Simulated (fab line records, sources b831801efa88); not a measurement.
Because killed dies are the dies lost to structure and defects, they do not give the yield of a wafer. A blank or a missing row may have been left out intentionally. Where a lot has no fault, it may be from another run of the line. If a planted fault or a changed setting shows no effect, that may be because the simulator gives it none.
Which tool was responsible? || flow gf180mcu || 13 lots, 39 wafers sampled, at 5 steps of a route of 602

## WHAT THE GAUGES SHOWED, per wafer
GF_STI_THK_MEAS_02. Usual: for STI_OXIDATION_THK the level is 10.08 nm and the standard deviation is 0.23.
{"lot": "L621", "measured": "day 1 11:31", "on": "film metro-04", "STI_OXIDATION_THK (nm)": "10.17 10.28 10.19", "flag": ""}
{"lot": "L622", "measured": "day 1 16:32", "on": "film metro-04", "STI_OXIDATION_THK (nm)": "10.22 10.38 10.20", "flag": ""}
{"lot": "L623", "measured": "day 1 21:32", "on": "film metro-04", "STI_OXIDATION_THK (nm)": "10.38 10.59 10.46", "flag": ""}
{"lot": "L624", "measured": "day 2 02:31", "on": "film metro-04", "STI_OXIDATION_THK (nm)": "9.86 9.74 9.81", "flag": ""}
{"lot": "L626", "measured": "day 2 13:44", "on": "film metro-02", "STI_OXIDATION_THK (nm)": "9.97 9.90 9.75", "flag": ""}
{"lot": "L627", "measured": "day 2 17:52", "on": "film metro-02", "STI_OXIDATION_THK (nm)": "9.93 9.91 10.04", "flag": ""}
{"lot": "L628", "measured": "day 2 23:02", "on": "film metro-03", "STI_OXIDATION_THK (nm)": "10.29 10.20 10.00", "flag": ""}
{"lot": "L629", "measured": "day 3 04:33", "on": "film metro-02", "STI_OXIDATION_THK (nm)": "10.09 10.17 10.20", "flag": ""}
{"lot": "L630", "measured": "day 3 08:58", "on": "film metro-03", "STI_OXIDATION_THK (nm)": "10.37 10.23 10.32", "flag": ""}
{"lot": "L634", "measured": "day 4 04:31", "on": "film metro-03", "STI_OXIDATION_THK (nm)": "10.17 10.06 10.27", "flag": ""}
{"lot": "L636", "measured": "day 4 14:31", "on": "film metro-03", "STI_OXIDATION_THK (nm)": "9.92 9.81 9.79", "flag": ""}
{"lot": "L638", "measured": "day 5 00:32", "on": "film metro-02", "STI_OXIDATION_THK (nm)": "9.87 9.86 9.73", "flag": ""}
{"lot": "L643", "measured": "day 6 01:31", "on": "film metro-04", "STI_OXIDATION_THK (nm)": "9.86 10.03 9.86", "flag": ""}

GF_STI_THK_MEAS_30. Usual: for STI_OXIDATION_02_THK the level is 9.95 nm and the standard deviation is 0.24.
{"lot": "L621", "measured": "day 2 06:08", "on": "film metro-04", "STI_OXIDATION_02_THK (nm)": "9.70 9.83 9.90", "flag": ""}
{"lot": "L622", "measured": "day 2 11:36", "on": "film metro-03", "STI_OXIDATION_02_THK (nm)": "10.59 10.28 10.16", "flag": ""}
{"lot": "L623", "measured": "day 2 16:29", "on": "film metro-04", "STI_OXIDATION_02_THK (nm)": "10.04 10.24 10.14", "flag": ""}
{"lot": "L624", "measured": "day 2 21:37", "on": "film metro-04", "STI_OXIDATION_02_THK (nm)": "10.38 10.21 10.35", "flag": ""}
{"lot": "L626", "measured": "day 3 08:14", "on": "film metro-04", "STI_OXIDATION_02_THK (nm)": "9.67 9.72 9.69", "flag": ""}
{"lot": "L627", "measured": "day 3 13:22", "on": "film metro-04", "STI_OXIDATION_02_THK (nm)": "10.32 10.34 10.16", "flag": ""}
{"lot": "L628", "measured": "day 3 18:42", "on": "film metro-03", "STI_OXIDATION_02_THK (nm)": "9.88 9.91 10.05", "flag": ""}
{"lot": "L629", "measured": "day 4 00:51", "on": "film metro-02", "STI_OXIDATION_02_THK (nm)": "10.53 10.31 10.47", "flag": ""}
{"lot": "L630", "measured": "day 4 05:52", "on": "film metro-04", "STI_OXIDATION_02_THK (nm)": "10.07 10.02 9.93", "flag": ""}
{"lot": "L634", "measured": "day 5 01:55", "on": "film metro-02", "STI_OXIDATION_02_THK (nm)": "9.67 9.73 9.90", "flag": ""}
{"lot": "L636", "measured": "day 5 11:54", "on": "film metro-04", "STI_OXIDATION_02_THK (nm)": "9.92 9.97 10.10", "flag": ""}
{"lot": "L638", "measured": "day 5 22:03", "on": "film metro-04", "STI_OXIDATION_02_THK (nm)": "9.96 9.84 9.77", "flag": ""}
{"lot": "L643", "measured": "day 6 23:19", "on": "film metro-03", "STI_OXIDATION_02_THK (nm)": "9.66 9.70 9.87", "flag": ""}

GF_POLY_GATE_THK_MEAS_01. Usual: for POLY_GATE_CVD_00_THK the level is 200.4 nm and the standard deviation is 2.4.
{"lot": "L621", "measured": "day 8 15:23", "on": "film metro-01", "POLY_GATE_CVD_00_THK (nm)": "201.4 200.4 200.4", "flag": ""}
{"lot": "L622", "measured": "day 8 21:55", "on": "film metro-03", "POLY_GATE_CVD_00_THK (nm)": "198.9 200.6 198.8", "flag": ""}
{"lot": "L623", "measured": "day 9 01:46", "on": "film metro-02", "POLY_GATE_CVD_00_THK (nm)": "202.9 202.9 203.1", "flag": ""}
{"lot": "L624", "measured": "day 9 06:27", "on": "film metro-03", "POLY_GATE_CVD_00_THK (nm)": "197.4 196.8 197.8", "flag": ""}
{"lot": "L626", "measured": "day 9 23:12", "on": "film metro-03", "POLY_GATE_CVD_00_THK (nm)": "201.4 200.2 200.5", "flag": ""}
{"lot": "L627", "measured": "day 10 05:18", "on": "film metro-03", "POLY_GATE_CVD_00_THK (nm)": "198.5 199.8 199.2", "flag": ""}
{"lot": "L628", "measured": "day 10 12:40", "on": "film metro-01", "POLY_GATE_CVD_00_THK (nm)": "200.9 202.0 203.4", "flag": ""}
{"lot": "L629", "measured": "day 10 20:17", "on": "film metro-01", "POLY_GATE_CVD_00_THK (nm)": "201.8 201.1 200.5", "flag": ""}
{"lot": "L630", "measured": "day 11 04:07", "on": "film metro-01", "POLY_GATE_CVD_00_THK (nm)": "204.8 203.9 201.2", "flag": ""}
{"lot": "L634", "measured": "day 12 05:24", "on": "film metro-03", "POLY_GATE_CVD_00_THK (nm)": "201.2 199.4 199.8", "flag": ""}
{"lot": "L636", "measured": "day 12 20:52", "on": "film metro-03", "POLY_GATE_CVD_00_THK (nm)": "222.0 219.0 220.3", "flag": "OFF"}
{"lot": "L638", "measured": "day 13 08:03", "on": "film metro-03", "POLY_GATE_CVD_00_THK (nm)": "200.8 201.9 200.1", "flag": ""}
{"lot": "L643", "measured": "day 14 18:05", "on": "film metro-02", "POLY_GATE_CVD_00_THK (nm)": "199.2 199.8 198.8", "flag": ""}

## EACH LOT AND THE TOOL THAT RAN IT (in order: tool; ch and the chambers of the sampled wafers; start)
{"lot": "L621", "GF_STI_STRIP_15": "plasma asher-03 ch 0,1, day 2 01:37", "GF_POLY_GATE_CVD_00": "lpcvd-02 ch 1, day 8 14:03"}
{"lot": "L622", "GF_STI_STRIP_15": "plasma asher-03 ch 0,1, day 2 07:33", "GF_POLY_GATE_CVD_00": "lpcvd-02 ch 1, day 8 20:34"}
{"lot": "L623", "GF_STI_STRIP_15": "plasma asher-04 ch 0,1, day 2 12:03", "GF_POLY_GATE_CVD_00": "lpcvd-02 ch 1, day 9 00:24"}
{"lot": "L624", "GF_STI_STRIP_15": "plasma asher-03 ch 0,1, day 2 17:34", "GF_POLY_GATE_CVD_00": "lpcvd-02 ch 0, day 9 05:07"}
{"lot": "L626", "GF_STI_STRIP_15": "plasma asher-04 ch 0,1, day 3 04:10", "GF_POLY_GATE_CVD_00": "lpcvd-02 ch 0, day 9 21:52"}
{"lot": "L627", "GF_STI_STRIP_15": "plasma asher-02 ch 0,1, day 3 09:10", "GF_POLY_GATE_CVD_00": "lpcvd-01 ch 0, day 10 03:58"}
{"lot": "L628", "GF_STI_STRIP_15": "plasma asher-03 ch 0,1, day 3 13:54", "GF_POLY_GATE_CVD_00": "lpcvd-02 ch 1, day 10 11:19"}
{"lot": "L629", "GF_STI_STRIP_15": "plasma asher-03 ch 1, day 3 20:46", "GF_POLY_GATE_CVD_00": "lpcvd-01 ch 1, day 10 18:56"}
{"lot": "L630", "GF_STI_STRIP_15": "plasma asher-03 ch 0,1, day 4 01:09", "GF_POLY_GATE_CVD_00": "lpcvd-01 ch 0, day 11 02:45"}
{"lot": "L634", "GF_STI_STRIP_15": "plasma asher-04 ch 0,1, day 4 21:04", "GF_POLY_GATE_CVD_00": "lpcvd-02 ch 0, day 12 04:04"}
{"lot": "L636", "GF_STI_STRIP_15": "plasma asher-04 ch 0,1, day 5 07:10", "GF_POLY_GATE_CVD_00": "lpcvd-01 ch 0, day 12 19:32"}
{"lot": "L638", "GF_STI_STRIP_15": "plasma asher-02 ch 0,1, day 5 17:23", "GF_POLY_GATE_CVD_00": "lpcvd-02 ch 0, day 13 06:42"}
{"lot": "L643", "GF_STI_STRIP_15": "plasma asher-02 ch 0,1, day 6 18:40", "GF_POLY_GATE_CVD_00": "lpcvd-02 ch 0, day 14 16:04"}
- GF_STI_STRIP_15: strips in O2/N2.
- GF_POLY_GATE_CVD_00: deposits poly-Si, target thk 200 nm, time 1200 s.

## AS READ BY THE TOOLS THEMSELVES (means over the sampled wafers that have a number; for cases with no such wafer, the mark the record gives instead)
GF_STI_STRIP_15. Usual: drypump motor current A 5.7 A, standard deviation 0.46; heater power w 319 W, standard deviation 48; n2 flow sccm 299.9 sccm, standard deviation 0.91; oes product au 0.384 a.u., standard deviation 0.0045; strip time to endpoint s 3.723 s, standard deviation 0.03.
{"lot": "L621", "tool": "plasma asher-03", "drypump motor current A (A)": 5.9, "heater power w (W)": 282, "n2 flow sccm (sccm)": 300.5, "oes product au (a.u.)": 0.384, "strip time to endpoint s (s)": 3.743, "flag": ""}
{"lot": "L622", "tool": "plasma asher-03", "drypump motor current A (A)": 6.0, "heater power w (W)": 296, "n2 flow sccm (sccm)": 299.8, "oes product au (a.u.)": 0.383, "strip time to endpoint s (s)": 3.719, "flag": ""}
{"lot": "L623", "tool": "plasma asher-04", "drypump motor current A (A)": 5.7, "heater power w (W)": 387, "n2 flow sccm (sccm)": 299.2, "oes product au (a.u.)": 0.386, "strip time to endpoint s (s)": 3.732, "flag": ""}
{"lot": "L624", "tool": "plasma asher-03", "drypump motor current A (A)": 5.8, "heater power w (W)": 285, "n2 flow sccm (sccm)": 300.5, "oes product au (a.u.)": 0.388, "strip time to endpoint s (s)": 3.735, "flag": ""}
{"lot": "L626", "tool": "plasma asher-04", "drypump motor current A (A)": 5.7, "heater power w (W)": 385, "n2 flow sccm (sccm)": 300.3, "oes product au (a.u.)": 0.383, "strip time to endpoint s (s)": 3.717, "flag": ""}
{"lot": "L627", "tool": "plasma asher-02", "drypump motor current A (A)": 5.7, "heater power w (W)": 302, "n2 flow sccm (sccm)": 300.0, "oes product au (a.u.)": 0.386, "strip time to endpoint s (s)": 3.688, "flag": ""}
{"lot": "L628", "tool": "plasma asher-03", "drypump motor current A (A)": 5.8, "heater power w (W)": 284, "n2 flow sccm (sccm)": 300.2, "oes product au (a.u.)": 0.383, "strip time to endpoint s (s)": 3.710, "flag": ""}
{"lot": "L629", "tool": "plasma asher-03", "drypump motor current A (A)": 6.2, "heater power w (W)": 296, "n2 flow sccm (sccm)": 301.0, "oes product au (a.u.)": 0.383, "strip time to endpoint s (s)": 3.743, "flag": ""}
{"lot": "L630", "tool": "plasma asher-03", "drypump motor current A (A)": 5.8, "heater power w (W)": 286, "n2 flow sccm (sccm)": 299.8, "oes product au (a.u.)": 0.380, "strip time to endpoint s (s)": 3.739, "flag": ""}
{"lot": "L634", "tool": "plasma asher-04", "drypump motor current A (A)": 5.7, "heater power w (W)": 388, "n2 flow sccm (sccm)": 300.9, "oes product au (a.u.)": 0.386, "strip time to endpoint s (s)": 3.712, "flag": ""}
{"lot": "L636", "tool": "plasma asher-04", "drypump motor current A (A)": 5.7, "heater power w (W)": 387, "n2 flow sccm (sccm)": 298.8, "oes product au (a.u.)": 0.383, "strip time to endpoint s (s)": 3.710, "flag": ""}
{"lot": "L638", "tool": "plasma asher-02", "drypump motor current A (A)": 5.3, "heater power w (W)": 290, "n2 flow sccm (sccm)": 299.8, "oes product au (a.u.)": 0.383, "strip time to endpoint s (s)": 3.739, "flag": ""}
{"lot": "L643", "tool": "plasma asher-02", "drypump motor current A (A)": 5.3, "heater power w (W)": 292, "n2 flow sccm (sccm)": 300.2, "oes product au (a.u.)": 0.380, "strip time to endpoint s (s)": 3.674, "flag": ""}

GF_POLY_GATE_CVD_00. Usual: zone power upper pct reads 8.8 % (standard deviation 0.39).
{"lot": "L621", "tool": "lpcvd-02", "zone power upper pct (%)": 8.2, "flag": ""}
{"lot": "L622", "tool": "lpcvd-02", "zone power upper pct (%)": 8.2, "flag": ""}
{"lot": "L623", "tool": "lpcvd-02", "zone power upper pct (%)": 8.3, "flag": ""}
{"lot": "L624", "tool": "lpcvd-02", "zone power upper pct (%)": 9.3, "flag": ""}
{"lot": "L626", "tool": "lpcvd-02", "zone power upper pct (%)": 9.1, "flag": ""}
{"lot": "L627", "tool": "lpcvd-01", "zone power upper pct (%)": 8.6, "flag": ""}
{"lot": "L628", "tool": "lpcvd-02", "zone power upper pct (%)": 8.2, "flag": ""}
{"lot": "L629", "tool": "lpcvd-01", "zone power upper pct (%)": 9.2, "flag": ""}
{"lot": "L630", "tool": "lpcvd-01", "zone power upper pct (%)": 8.7, "flag": ""}
{"lot": "L634", "tool": "lpcvd-02", "zone power upper pct (%)": 9.1, "flag": ""}
{"lot": "L636", "tool": "lpcvd-01", "zone power upper pct (%)": 8.7, "flag": ""}
{"lot": "L638", "tool": "lpcvd-02", "zone power upper pct (%)": 9.2, "flag": ""}
{"lot": "L643", "tool": "lpcvd-02", "zone power upper pct (%)": 9.2, "flag": ""}

## THE ANSWER, worked out from the rows above alone
Rule: take the mean of a lot's wafers that have a number; if it is more than 3 standard deviations from the usual mean, the lot is off. A lot without any number at a reading at which 4 lots or more have one is off too. The other lots that the step has rows for count as sound. First the gauges in route order, then the tools' own readings, where a lot's mean is used as printed above. The first step at which some lot is off is used, and at that step the reading that is off furthest; a lot without a number counts as furthest.
Off: L636, seen at GF_POLY_GATE_THK_MEAS_01 (POLY_GATE_CVD_00_THK).
A tool fits if, at a process step before that reading, it ran every lot that is off, and no sound lot after the first of them. Gauges at GF_POLY_GATE_THK_MEAS_01: tried the same way as those tools. Undecided on this evidence; 2 tools fit (plasma asher-04 at GF_STI_STRIP_15, lpcvd-01 at GF_POLY_GATE_CVD_00).

## WHAT HAD BEEN PUT IN BY THE SIMULATOR
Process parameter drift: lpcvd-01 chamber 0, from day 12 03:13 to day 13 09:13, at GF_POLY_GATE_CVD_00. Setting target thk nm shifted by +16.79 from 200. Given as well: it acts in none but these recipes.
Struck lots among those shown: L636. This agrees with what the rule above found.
